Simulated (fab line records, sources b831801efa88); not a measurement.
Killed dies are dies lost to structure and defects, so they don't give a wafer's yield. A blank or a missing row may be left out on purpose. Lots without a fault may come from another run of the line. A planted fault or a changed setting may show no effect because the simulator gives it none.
Split-lot experiment | flow sky130 | 5 lots, 23 wafers read, on a route of 708 steps

THE SPLIT
At SKY_CAPM_COAT_07 (resist thk 1140 nm), the setting spin_rpm was moved away from the recipe's 3000 rpm on 7 of the 23 wafers read, by -2.2% to +7.1%. The other wafers ran this setting at the recipe's value.

FROM THE SPLIT TO THE READING: what the file shows between them, 1 step
- SKY_CAPM_DEVELOP_11: develop time 60 s (also split here: develop_time_s)

THE READING
NOVOLAK_of_CAPM_COAT_07.thk_nm (the simulator's own value, which no gauge read), in nm, at SKY_CAPM_METAL_ETCH_13 (etches TiN in Cl2/BCl3, stops on SiO2, target depth 220 nm, time 62.9 s). The file gives no usual value for it. The 16 wafers here that ran the recipe average 995.5 nm, standard deviation 3.2 nm.

wafer  | tool, chamber at the split | spin_rpm as run, rpm | against the recipe | NOVOLAK_of_CAPM_COAT_07.thk_nm, nm | against lot-mates on the recipe
L077.2 | litho_track-03, 0          | 3162                 | +5.4%              | 958.7                              | -31.8
L077.3 | litho_track-03, 0          | 3162                 | +5.4%              | 957.9                              | -32.6
L077.4 | litho_track-03, 0          | 3000                 | recipe             | 992                                | -
L077.5 | litho_track-03, 0          | 3000                 | recipe             | 986.4                              | -
L077.6 | litho_track-03, 0          | 3000                 | recipe             | 993.2                              | -
L078.1 | litho_track-03, 0          | 3000                 | recipe             | 996.3                              | -
L078.2 | litho_track-03, 0          | 2933                 | -2.2%              | 1011                               | +14.4
L078.3 | litho_track-03, 0          | 2933                 | -2.2%              | 1009                               | +12.4
L078.4 | litho_track-03, 0          | 2933                 | -2.2%              | 1008                               | +11.4
L078.5 | litho_track-03, 0          | 3000                 | recipe             | 997                                | -
L080.1 | litho_track-04, 0          | 3212                 | +7.1%              | 961.4                              | -36.3
L080.2 | litho_track-04, 0          | 3000                 | recipe             | 998                                | -
L080.4 | litho_track-04, 0          | 3212                 | +7.1%              | 961.1                              | -36.6
L080.5 | litho_track-04, 0          | 3000                 | recipe             | 997.8                              | -
L080.6 | litho_track-04, 0          | 3000                 | recipe             | 997.4                              | -
L081.1 | litho_track-03, 0          | 3000                 | recipe             | 994.8                              | -
L081.2 | litho_track-03, 0          | 3000                 | recipe             | 1000                               | -
L081.3 | litho_track-03, 0          | 3000                 | recipe             | 998.3                              | -
L081.5 | litho_track-03, 0          | 3000                 | recipe             | 998.8                              | -
L081.6 | litho_track-03, 0          | 3000                 | recipe             | 994.6                              | -
L082.1 | litho_track-04, 0          | 3000                 | recipe             | 994.7                              | -
L082.4 | litho_track-04, 0          | 3000                 | recipe             | 993.8                              | -
L082.5 | litho_track-04, 0          | 3000                 | recipe             | 994.7                              | -

THE FIT
A straight line over all 23 wafers: NOVOLAK_of_CAPM_COAT_07.thk_nm changes by -5.66 nm for each +1% of spin_rpm; r = -0.97; the points scatter about the line by 3.9 nm.
The same after taking each lot's own level away (the mean of its wafers on the recipe; 23 wafers): -5.48 nm for each +1%; r = -0.99; scatter 2 nm.
On that fit, the largest move of spin_rpm shifts the reading by 39 nm.
The lots' own levels span 990.53 to 997.73 nm, that is 2.3 times the standard deviation above.
So the lot-to-lot level changes the slope little: the two slopes agree.
Check: with one of the wafers moved furthest among these (+7.1%) left out of the fit, the line predicts -39.7 nm for it against its lot-mates. It came out at -36.3 nm against them.

OTHER SPLITS ON THESE WAFERS
These wafers also went through other splits before the reading. Each is held against what the fit with the lots' levels taken away leaves over:
other split on the same wafers     | wafers away from the commonest value | r with NOVOLAK_of_CAPM_COAT_07.thk_nm (lot level and that fit taken away)
SKY_VIA1_ETCH_14 time_s            | 9                                    | -0.25
SKY_VIA1_SPUTTER_20 time_s         | 7                                    | -0.12
SKY_METAL2_SPUTTER_04 power_w      | 10                                   | +0.23
SKY_METAL2_COAT_10 spin_rpm        | 6                                    | -0.11
SKY_METAL2_ETCH_18 ion_energy_ev   | 7                                    | -0.12
SKY_VIA2_ETCH_15 source_w          | 10                                   | -0.18
SKY_VIA2_CMP_24 t_overpolish_s     | 6                                    | -0.12
SKY_CAPM_SPUTTER_02 power_w        | 5                                    | -0.08
SKY_CAPM_DEVELOP_11 develop_time_s | 5                                    | -0.13

THE WHOLE CHAIN: every reading that the file lists as answering this split, in the file's order
step                   | what it does                                                            | reading                                                                         | change (the file's fit)              | r (the file's)
SKY_CAPM_COAT_07       | resist thk 1140 nm                                                      | NOVOLAK_of_CAPM_COAT_07.thk_nm (the simulator's own value, which no gauge read) | -5.41 nm for each +1% of the setting | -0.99
SKY_CAPM_METAL_ETCH_13 | etches TiN in Cl2/BCl3, stops on SiO2, target depth 220 nm, time 62.9 s | NOVOLAK_of_CAPM_COAT_07.thk_nm (the simulator's own value, which no gauge read) | -5.48 nm for each +1% of the setting | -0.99
SKY_CAPM_STRIP_14      | strips in O2/N2                                                         | strip_time_to_endpoint_s                                                        | withheld for each +1% of the setting | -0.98

THE FILE'S OWN FIT
NOVOLAK_of_CAPM_COAT_07.thk_nm changes by -5.48 nm for each +1% of spin_rpm, r = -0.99.
